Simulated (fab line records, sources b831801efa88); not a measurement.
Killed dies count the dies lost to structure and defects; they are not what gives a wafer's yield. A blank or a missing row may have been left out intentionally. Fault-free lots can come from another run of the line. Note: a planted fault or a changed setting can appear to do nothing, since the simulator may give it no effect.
Which tool was responsible? | flow sfq-line | Sampling: 13 lots, 39 wafers, 6 of 325 route steps

WHAT THE GAUGES SHOWED, per wafer
SFQ_M4_RS_MEAS_924: uses a four-point probe to measure.
lot  | measured     | on            | M4_NB_RS (ohm/sq)
L902 | day 43 21:11 | film-metro-02 | 0.871 0.890 0.881
L903 | day 44 02:08 | film-metro-01 | 0.876 0.885 0.880
L904 | day 44 05:09 | film-metro-01 | 0.896 0.902 0.890
L906 | day 51 22:46 | film-metro-03 | 0.902 0.915 0.896
L907 | day 52 00:02 | film-metro-03 | 0.886 0.893 0.880
L908 | day 52 01:12 | film-metro-02 | 0.879 0.889 0.901
L910 | day 52 05:59 | film-metro-01 | 0.883 0.892 0.906
L911 | day 52 14:23 | film-metro-02 | 0.876 0.882 0.879
L912 | day 53 02:24 | film-metro-02 | 0.885 0.874 0.882
L913 | day 53 16:48 | film-metro-01 | 0.889 0.877 0.885
L922 | day 55 01:29 | film-metro-03 | 0.883 0.883 0.889
L923 | day 55 02:05 | film-metro-02 | 0.614 0.881 0.887
L925 | day 55 09:16 | film-metro-01 | 0.893 0.893 0.899

SFQ_I4_BOW_MEAS_927.
lot  | measured     | on            | I4_BOW (um)
L902 | day 44 06:44 | film-metro-03 | -1 -3 4
L903 | day 44 12:29 | film-metro-01 | -5 -9 -13
L904 | day 45 03:34 | film-metro-04 | -10 -13 -8
L906 | day 52 07:02 | film-metro-04 | 3 5 -9
L907 | day 52 11:38 | film-metro-03 | 14 4 13
L908 | day 52 12:47 | film-metro-01 | 14 11 14
L910 | day 52 17:53 | film-metro-03 | 16 5 15
L911 | day 53 00:20 | film-metro-01 | 9 -6 3
L912 | day 53 16:47 | film-metro-04 | 4 0 9
L913 | day 53 23:19 | film-metro-03 | 0 -2 10
L922 | day 55 08:36 | film-metro-03 | -7 -2 -8
L923 | day 55 09:27 | film-metro-04 | 16 15 3
L925 | day 55 16:23 | film-metro-03 | 4 3 4

EACH LOT AND THE TOOL THAT RAN IT (in order: tool; ch and the chambers of the sampled wafers; start)
lot  | SFQ_TRILAYER_M0_STRIP_STRIP_025   | SFQ_TRILAYER_M2_DEP_SPUTTER_055 | SFQ_TRILAYER_M4_DEP_SPUTTER_091 | SFQ_TRILAYER_M4_ETCH_METAL_ETCH_096
L902 | rie-metal-02 ch 0,1, day 10 16:38 | pvd-sputter-04, day 23 12:41    | pvd-sputter-03, day 43 21:06    | rie-metal-01 ch 0,1, day 43 23:43
L903 | rie-metal-01 ch 0,1, day 11 01:02 | pvd-sputter-06, day 23 13:43    | pvd-sputter-04, day 44 02:01    | rie-metal-04 ch 0,1, day 44 05:19
L904 | rie-metal-01 ch 0,1, day 11 10:50 | pvd-sputter-04, day 23 16:07    | pvd-sputter-03, day 44 05:01    | rie-metal-04 ch 0,1, day 44 23:35
L906 | rie-metal-02 ch 0,1, day 12 16:46 | pvd-sputter-04, day 26 00:30    | pvd-sputter-03, day 51 22:40    | rie-metal-02 ch 0,1, day 52 02:34
L907 | rie-metal-02 ch 0,1, day 13 04:58 | pvd-sputter-06, day 26 01:42    | pvd-sputter-04, day 51 23:53    | rie-metal-01 ch 0,1, day 52 07:38
L908 | rie-metal-01 ch 0,1, day 13 10:46 | pvd-sputter-04, day 26 02:54    | pvd-sputter-03, day 52 01:05    | rie-metal-02 ch 1, day 52 08:47
L910 | rie-metal-01 ch 0,1, day 14 02:22 | pvd-sputter-04, day 26 15:19    | pvd-sputter-03, day 52 05:53    | rie-metal-02 ch 0,1, day 52 11:56
L911 | rie-metal-01 ch 1, day 14 14:53   | pvd-sputter-04, day 27 10:07    | pvd-sputter-03, day 52 14:16    | rie-metal-01 ch 0,1, day 52 20:20
L912 | rie-metal-02 ch 0,1, day 14 17:05 | pvd-sputter-06, day 27 17:43    | pvd-sputter-05, day 53 02:16    | rie-metal-02 ch 0,1, day 53 09:37
L913 | rie-metal-04 ch 0,1, day 15 09:58 | pvd-sputter-06, day 28 14:43    | pvd-sputter-05, day 53 16:40    | rie-metal-02 ch 0,1, day 53 19:20
L922 | rie-metal-04 ch 0,1, day 18 08:49 | pvd-sputter-06, day 29 13:40    | pvd-sputter-05, day 55 01:23    | rie-metal-04 ch 0, day 55 04:00
L923 | rie-metal-04 ch 0,1, day 18 15:11 | pvd-sputter-04, day 29 14:52    | pvd-sputter-04, day 55 02:00    | rie-metal-01 ch 0,1, day 55 05:12
L925 | rie-metal-02 ch 0,1, day 19 13:37 | pvd-sputter-06, day 36 08:59    | pvd-sputter-03, day 55 09:11    | rie-metal-01 ch 0,1, day 55 12:24
- SFQ_TRILAYER_M0_STRIP_STRIP_025: strips in O2.
- SFQ_TRILAYER_M2_DEP_SPUTTER_055: material Nb, target thk 200 nm, time 133.3 s.
- SFQ_TRILAYER_M4_DEP_SPUTTER_091: material Nb, target thk 200 nm, time 133.3 s.
- SFQ_TRILAYER_M4_ETCH_METAL_ETCH_096: etches Nb in Cl2/Ar, stops on SiO2, target depth 240 nm, time 120 s.

AS READ BY THE TOOLS THEMSELVES (means over the sampled wafers that have a number; for cases with no such wafer, the mark the record gives instead)
SFQ_TRILAYER_M0_STRIP_STRIP_025.
lot  | tool         | chamber-pressure-mTorr (mTorr) | drypump-motor-current-A (A) | oes-product-au (a.u.)
L902 | rie-metal-02 | 49.99                          | 6.3                         | 0.992
L903 | rie-metal-01 | 50.01                          | 6.0                         | 0.993
L904 | rie-metal-01 | 50.00                          | 6.0                         | 0.995
L906 | rie-metal-02 | 49.99                          | 6.3                         | 0.992
L907 | rie-metal-02 | 50.00                          | 6.3                         | 0.992
L908 | rie-metal-01 | 49.98                          | 6.1                         | 0.998
L910 | rie-metal-01 | 50.05                          | 6.0                         | 1.002
L911 | rie-metal-01 | 49.99                          | 6.1                         | 0.996
L912 | rie-metal-02 | 49.97                          | 5.9                         | 0.993
L913 | rie-metal-04 | 49.99                          | 5.6                         | 0.992
L922 | rie-metal-04 | 50.00                          | 5.7                         | 0.984
L923 | rie-metal-04 | 49.99                          | 5.7                         | 0.995
L925 | rie-metal-02 | 49.98                          | 5.8                         | 0.995

SFQ_TRILAYER_M2_DEP_SPUTTER_055.
lot  | tool           | throttle-valve-pct (%)
L902 | pvd-sputter-04 | 31.8
L903 | pvd-sputter-06 | 29.7
L904 | pvd-sputter-04 | 29.3
L906 | pvd-sputter-04 | 30.8
L907 | pvd-sputter-06 | 28.0
L908 | pvd-sputter-04 | 31.3
L910 | pvd-sputter-04 | 30.2
L911 | pvd-sputter-04 | 31.9
L912 | pvd-sputter-06 | 29.5
L913 | pvd-sputter-06 | 28.6
L922 | pvd-sputter-06 | 30.1
L923 | pvd-sputter-04 | 30.8
L925 | pvd-sputter-06 | 29.8

SFQ_TRILAYER_M4_DEP_SPUTTER_091.
lot  | tool           | throttle-valve-pct (%)
L902 | pvd-sputter-03 | 30.5
L903 | pvd-sputter-04 | 31.3
L904 | pvd-sputter-03 | 31.2
L906 | pvd-sputter-03 | 30.9
L907 | pvd-sputter-04 | 30.1
L908 | pvd-sputter-03 | 30.9
L910 | pvd-sputter-03 | 30.5
L911 | pvd-sputter-03 | 30.5
L912 | pvd-sputter-05 | 29.2
L913 | pvd-sputter-05 | 29.2
L922 | pvd-sputter-05 | 30.0
L923 | pvd-sputter-04 | 31.2
L925 | pvd-sputter-03 | 30.6

SFQ_TRILAYER_M4_ETCH_METAL_ETCH_096.
lot  | tool         | chamber-pressure-mTorr (mTorr) | drypump-motor-current-A (A) | oes-product-au (a.u.)
L902 | rie-metal-01 | 10.003                         | 6.1                         | 0.897
L903 | rie-metal-04 | 9.996                          | 5.7                         | 0.899
L904 | rie-metal-04 | 10.008                         | 5.6                         | 0.888
L906 | rie-metal-02 | 10.001                         | 6.3                         | 0.880
L907 | rie-metal-01 | 10.007                         | 6.0                         | 0.896
L908 | rie-metal-02 | 9.989                          | 5.4                         | 0.894
L910 | rie-metal-02 | 9.998                          | 5.8                         | 0.892
L911 | rie-metal-01 | 9.999                          | 6.0                         | 0.897
L912 | rie-metal-02 | 10.007                         | 6.3                         | 0.897
L913 | rie-metal-02 | 10.003                         | 5.8                         | 0.900
L922 | rie-metal-04 | 10.005                         | 5.8                         | 0.899
L923 | rie-metal-01 | 9.996                          | 6.0                         | 0.929
L925 | rie-metal-01 | 10.009                         | 6.0                         | 0.890

THE ANSWER, worked out from the rows above alone
Rule: the usual values come from the lots themselves. The widest of any qualifying gaps counts: lots, ordered by their means at a reading, are off when they make up no more than a third of the lots, leave a main group of 4 or more, and stand apart from it by 3 or more times the standard deviation of that group's means. A main group whose means are all the same, to the digits that the tables above print for the reading, isn't used. A lot without any number at a reading at which 4 lots or more have one is off too. All remaining lots with rows at the step are treated as sound. First the gauges in route order, then the tools' own readings, where a lot's mean is used as printed above. The first step at which some lot is off is used, and at that step the reading that is off furthest; a lot without a number counts as furthest.
Off: L923, seen at SFQ_M4_RS_MEAS_924 (M4_NB_RS). The main group: mean 0.888 ohm/sq, standard deviation 0.0076.
If a tool, at a process step before that reading, ran all the lots that are off and no sound lot after the first of them, it fits. Not tried: the gauges at SFQ_M4_RS_MEAS_924; whatever is off there is also off at SFQ_TRILAYER_M4_ETCH_METAL_ETCH_096, on other tools, and gauge error can't account for it. 2 tools fit, rie-metal-04 at SFQ_TRILAYER_M0_STRIP_STRIP_025 and pvd-sputter-04 at SFQ_TRILAYER_M2_DEP_SPUTTER_055 and SFQ_TRILAYER_M4_DEP_SPUTTER_091, so this cannot tell which one it is.

WHAT THE SIMULATOR HAD PUT IN
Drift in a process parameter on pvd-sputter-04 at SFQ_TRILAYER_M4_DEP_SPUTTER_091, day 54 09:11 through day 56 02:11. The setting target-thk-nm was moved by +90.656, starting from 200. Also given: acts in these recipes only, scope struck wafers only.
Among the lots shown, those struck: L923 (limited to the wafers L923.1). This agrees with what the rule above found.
